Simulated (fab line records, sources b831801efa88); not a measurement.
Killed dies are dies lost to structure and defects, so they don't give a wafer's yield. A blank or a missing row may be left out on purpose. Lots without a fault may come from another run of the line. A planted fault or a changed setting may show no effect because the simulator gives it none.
fab line records | flow sky130
record lots=9 wafers=27 last_day=50
route steps=708 shown NWELL@81 SONOS_ONO@170 POLY_GATE@230 LDD_HVN@277
lots that met no fault: from a run of the same line without faults
start_h: hours from the record's first day to the start of the lot's first wafer shown | wait_h: hours since the lot's step before | " the same as in the row above | L1.1+2: a row that stands for several wafers | - no value, or no start given | * or withheld: withheld | < > ~ a bound
route shown NAME@n: a module of which the file shows steps, and the number in the route of the first | usual: mean/standard deviation of fault-free wafers | same: alike in all rows | chamber/n: place in a boat | sites: the reading at each site | _std_site: their standard deviation | _edge_site: outer sites' mean less inner sites' | radius_mm: how far each site lies from the wafer's centre | mask NAME#n: copy n | behind: the tool/chamber that last shaped the wafer | hold: why the lot was held/for how many hours/how that ended | device: the transistor (n, p or np) that didn't switch | end of line: the same wafers' tests at the end of the route | a step without rows: its recipe alone | killed: dies lost to structure and defects at the first sort, not the wafer's yield | map: a wafer's dies, x killed, . not, _ none there
set.NAME: the setting as run; set.NAME@STEP: as run at that earlier step | model.NAME: the simulator's own value behind a step, which no gauge read
steps of the route over a sample of lots; a table a step, a row a wafer
services: from which hour (start_h, from the record's first day; less than 0 if before it) a tool's chamber was out of use, for how many hours, and why
## steps
# step SKY_NWELL_RTA_28
# recipe temp_c=1050 time_s=30 idle_temp_c=650 ramp_up_c_per_s=150 ramp_down_c_per_s=90 ambient=N2
# usual lamp_power_pct=25.30/0.048 wafer_temp_C_max=1054.7/0.85
# columns lot.wafer tool chamber start_h wait_h lamp_power_pct wafer_temp_C_max
L485.1 rtp_anneal-02 0 109.39 0.0 25.31 1054.5
L485.3 " 0 " " 25.24 1054.7
L485.6 " 0 " " 25.32 1053.5
L486.2 rtp_anneal-01 0 111.51 0.0 25.38 1053.4
L486.5 " 0 " " 25.29 1053.6
L486.6 " 0 " " 25.22 1055.9
L487.2 rtp_anneal-01 0 115.70 0.0 25.36 1055.0
L487.4 " 0 " " 25.28 1054.3
L487.5 " 0 " " 25.38 1055.0
L491.1 rtp_anneal-01 0 138.93 0.0 25.27 1055.8
L491.3 " 0 " " 25.34 1053.8
L491.4 " 0 " " 25.27 1055.0
L492.1 rtp_anneal-02 0 146.15 0.0 25.25 1054.6
L492.2 " 0 " " 25.32 1056.2
L492.3 " 0 " " 25.29 1054.2
L495.2 rtp_anneal-01 0 166.61 0.0 25.30 1054.5
L495.5 " 0 " " 25.27 1054.7
L495.6 " 0 " " 25.30 1054.5
L496.4 rtp_anneal-02 0 171.14 0.1 25.22 1054.0
L496.5 " 0 " " 25.26 1054.0
L496.6 " 0 " " 25.25 1054.1
L507.1 rtp_anneal-02 0 237.43 0.0 25.29 1055.1
L507.4 " 0 " " 25.34 1055.5
L507.6 " 0 " " 25.30 1055.5
L508.3 rtp_anneal-01 0 267.32 0.0 25.23 1055.0
L508.5 " 0 " " 25.34 1057.2
L508.6 " 0 " " 25.31 1054.9
# step SKY_SONOS_ONO_CVD_02
# recipe material=Si3N4 precursor=DCS/NH3 target_thk_nm=10.5 temp_c=770 time_s=180 pressure_mtorr=250
# columns lot.wafer tool chamber start_h wait_h
L485.1+3+6 lpcvd-02 1 259.52 0.5
L486.2+5+6 lpcvd-02 0 263.13 0.6
L487.2+4+5 lpcvd-02 1 267.33 0.5
L491.1+3+4 lpcvd-02 1 300.23 0.4
L492.1+2+3 lpcvd-02 1 310.20 3.9
L495.2+5+6 lpcvd-02 0 333.88 0.4
L496.4+5+6 lpcvd-02 0 341.02 1.3
L507.1+4+6 lpcvd-02 0 431.03 2.4
L508.3+5+6 lpcvd-02 0 465.31 0.0
# step SKY_SONOS_ONO_THK_MEAS_03
# recipe reads=Si3N4_of_SONOS_ONO_CVD_02
# usual SONOS_ONO_CVD_02_THK=10.54/0.16
# columns lot.wafer tool chamber start_h wait_h SONOS_ONO_CVD_02_THK[nm]
L485.1 film_metro-02 - 260.57 0.0 10.56
L485.3 " - " " 10.52
L485.6 " - " " 10.51
L486.2 film_metro-03 - 264.19 0.0 10.34
L486.5 " - " " 10.38
L486.6 " - " " 10.39
L487.2 film_metro-03 - 268.39 0.0 10.15
L487.4 " - " " 10.18
L487.5 " - " " 10.34
L491.1 film_metro-02 - 301.28 0.0 10.59
L491.3 " - " " 10.70
L491.4 " - " " 10.57
L492.1 film_metro-02 - 311.25 0.0 10.45
L492.2 " - " " 10.12
L492.3 " - " " 10.31
L495.2 film_metro-02 - 334.94 0.0 12.13
L495.5 " - " " 12.29
L495.6 " - " " 12.14
L496.4 film_metro-03 - 342.10 0.0 12.14
L496.5 " - " " 12.08
L496.6 " - " " 12.13
L507.1 film_metro-03 - 432.08 0.0 10.80
L507.4 " - " " 10.93
L507.6 " - " " 10.82
L508.3 film_metro-04 - 466.38 0.0 10.45
L508.5 " - " " 10.51
L508.6 " - " " 10.44
# step SKY_POLY_GATE_ETCH_16
# recipe stop_on=poly-Si chemistry=CH3F/O2 target=Si3N4 source_w=400 bias_w=80 pressure_mtorr=25 ch3f_flow_sccm=40 O2_flow_sccm=30 time_s=147.5 target_depth_a=750
# usual drypump_motor_current_A=5.8/0.36 oes_product_au=0.641/0.0053 throttle_valve_pct=10.534/0.0084
# columns lot.wafer tool chamber start_h wait_h drypump_motor_current_A oes_product_au rf_hours_counter_h throttle_valve_pct
L485.1 rie_diel-03 3 374.32 0.0 6.3 0.635 75 10.547
L485.3 " 2 " " 6.0 0.647 3 10.524
L485.6 " 2 " " 6.0 0.636 - 10.543
L486.2 rie_diel-04 3 380.82 0.0 5.9 0.641 3 10.536
L486.5 " 0 " " 5.7 0.645 - 10.522
L486.6 " 3 " " 5.9 0.639 - 10.535
L487.2 rie_diel-04 3 385.12 0.0 5.9 0.643 3 10.525
L487.4 " 3 " " 5.9 0.644 - 10.537
L487.5 " 0 " " 5.7 0.653 - 10.537
L491.1 rie_diel-04 0 422.72 0.0 5.7 0.637 62 10.536
L491.3 " 1 " " 6.2 0.637 86 10.528
L491.4 " 3 " " 5.9 0.642 4 10.531
L492.1 rie_diel-03 3 433.42 0.0 6.3 0.643 77 10.552
L492.2 " 0 " " 5.7 0.638 19 10.538
L492.3 " 1 " " 6.1 0.647 15 10.530
L495.2 rie_diel-01 1 462.27 0.0 5.6 0.642 6 10.537
L495.5 " 1 " " 5.6 0.645 - 10.527
L495.6 " 0 " " 5.9 0.646 - 10.530
L496.4 rie_diel-01 3 470.47 0.0 5.1 0.643 66 10.546
L496.5 " 0 " " 6.0 0.646 - 10.545
L496.6 " 1 " " 5.6 0.637 - 10.544
L507.1 rie_diel-03 1 572.92 0.0 6.0 0.641 17 10.540
L507.4 " 0 " " 5.7 0.638 - 10.530
L507.6 " 2 " " 6.0 0.639 - 10.513
L508.3 rie_diel-04 3 592.72 0.0 5.9 0.643 7 10.544
L508.5 " 1 " " 6.2 0.642 - 10.525
L508.6 " 0 " " 5.7 0.639 - 10.545
# step SKY_LDD_HVN_TW_MEAS_10
# usual LDD_HVN_TW=1448/19
# columns lot.wafer tool chamber start_h wait_h LDD_HVN_TW
L485.1 film_metro-04 - 470.02 0.1 1457
L485.3 " - " " 1459
L485.6 " - " " 1459
L486.2 film_metro-01 - 475.48 0.1 1460
L486.5 " - " " 1457
L486.6 " - " " 1458
L487.2 film_metro-01 - 480.29 0.1 1469
L487.4 " - " " 1465
L487.5 " - " " 1465
L491.1 film_metro-04 - 517.07 0.1 1442
L491.3 " - " " 1440
L491.4 " - " " 1442
L492.1 film_metro-03 - 531.23 0.1 1421
L492.2 " - " " 1415
L492.3 " - " " 1410
L495.2 film_metro-04 - 555.53 0.1 1437
L495.5 " - " " 1436
L495.6 " - " " 1440
L496.4 film_metro-01 - 564.35 0.1 1454
L496.5 " - " " 1448
L496.6 " - " " 1450
L507.1 film_metro-03 - 663.72 0.1 1414
L507.4 " - " " 1412
L507.6 " - " " 1412
L508.3 film_metro-03 - 682.00 0.1 1420
L508.5 " - " " 1420
L508.6 " - " " 1414
## services
# columns tool chamber start_h hours kind
rie_diel-03 - 96.96 22.5 repair
rie_diel-03 1 120.54 2.8 repair
rie_diel-03 1 144.16 7.7 repair
rie_diel-03 - 169.60 2.0 repair
rie_diel-03 - 192.81 15.6 pm
rie_diel-01 2 207.33 8.1 repair
rie_diel-01 2 228.03 14.7 repair
rie_diel-03 0 264.29 4.2 repair
rie_diel-04 0 313.36 12.2 repair
rie_diel-03 - 316.04 14.6 pm
rie_diel-04 2 317.06 8.1 repair
rie_diel-03 1 333.15 1.6 repair
rie_diel-04 - 408.14 2.8 pm
rtp_anneal-01 - 422.34 63.5 pm
rie_diel-03 0 455.79 14.9 repair
rie_diel-03 - 477.62 1.0 repair
rtp_anneal-01 - 485.84 3.6 pm
rie_diel-03 2 501.07 7.3 repair
rie_diel-04 0 505.82 11.5 repair
rie_diel-03 - 506.39 1.2 repair
lpcvd-02 - 521.00 14.6 pm
lpcvd-02 - 535.60 6.1 pm
rie_diel-04 2 543.76 16.2 repair
rtp_anneal-02 - 562.53 5.0 pm
## key
first_sign step=SKY_SONOS_ONO_THK_MEAS_03 reading=SONOS_ONO_CVD_02_THK direction=up sigmas=10 usual=10.54 struck=12.15
effect none on later readings
met_at SKY_SONOS_ONO_CVD_02
struck_lots L495,L496
tester_left_out L495,L496
not_acting_at SKY_NWELL_RTA_28,SKY_POLY_GATE_ETCH_16,SKY_LDD_HVN_TW_MEAS_10
onset_between 310.20 333.88
fault kind=process_parameter_drift tool=lpcvd-02 chamber=- onset_h=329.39 steps=SKY_SONOS_ONO_CVD_02 channel=time_s offset=* shape=step end_h=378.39 acts_in=* stated=*
# tester_left_out: of these lots the tester's yield and bins aren't shown, on N5 and GAA mostly nor the transistor test; their killed dies are dies lost to structure and defects alone, not to doping, threshold or leakage, so they don't give the yield
